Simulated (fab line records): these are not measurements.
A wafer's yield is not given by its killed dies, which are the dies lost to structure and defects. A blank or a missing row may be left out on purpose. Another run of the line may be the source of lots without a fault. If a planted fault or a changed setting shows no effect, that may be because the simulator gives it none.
Chamber matching | flow sky130 | 4 sister chambers for SKY_VIA3_CMP_02 on cmp-02
The step polishes SiO2. 16 wafers are shown with their chamber, then 8 later ones without.

WAFERS PAIRED WITH THEIR CHAMBERS
wafer  | chamber | motor current A (A)
L091.1 | 3       | 12.4
L091.2 | 1       | 13.3
L091.3 | 0       | 9.1
L091.4 | 2       | 11.5
L091.5 | 3       | 11.4
L091.6 | 2       | 11.6
L092.1 | 1       | 12.3
L092.2 | 3       | 11.4
L092.3 | 2       | 11.3
L092.4 | 0       | 9.4
L092.5 | 3       | 11.2
L092.6 | 2       | 10.8
L093.1 | 1       | 12.4
L093.2 | 3       | 11.5
L093.3 | 0       | 9.4
L093.4 | 2       | 10.8

SIGNATURES (means of the wafers above)
reading         | chamber 0 | chamber 1 | chamber 2 | chamber 3 | scatter within a chamber
motor current A | 9.300     | 12.667    | 11.200    | 11.580    | 0.422
Rule: a wafer lies at a distance from a chamber equal to the root of the sum of squares, over the readings, of (its reading less the chamber's mean, divided by the reading's scatter). The wafer belongs to the nearest chamber; if the next one is less than 2 further off, it can't be placed. The scatter is the square root of a quotient: the sum, over the shown wafers, of each reading's squared deviation from its chamber's mean, divided by wafers minus chambers.

WAFERS MISSING THEIR CHAMBER
wafer  | motor current A (A)
L093.5 | 11.3
L093.6 | 9.5
L095.1 | 11.4
L095.2 | 9.5
L095.3 | 12.8
L095.4 | 10.9
L095.5 | 9.4
L095.6 | 11.5

EACH ONE'S CHAMBER
wafer  | from the rows above     | in truth
L093.5 | can't be placed: 2 or 3 | 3
L093.6 | 0                       | 0
L095.1 | can't be placed: 3 or 2 | 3
L095.2 | 0                       | 0
L095.3 | 1                       | 1
L095.4 | can't be placed: 2 or 3 | 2
L095.5 | 0                       | 0
L095.6 | can't be placed: 3 or 2 | 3
Placed correctly: 4 of 8. These rows do not allow placing 4 (true chamber among the candidates in 4). 0 placed wrongly.
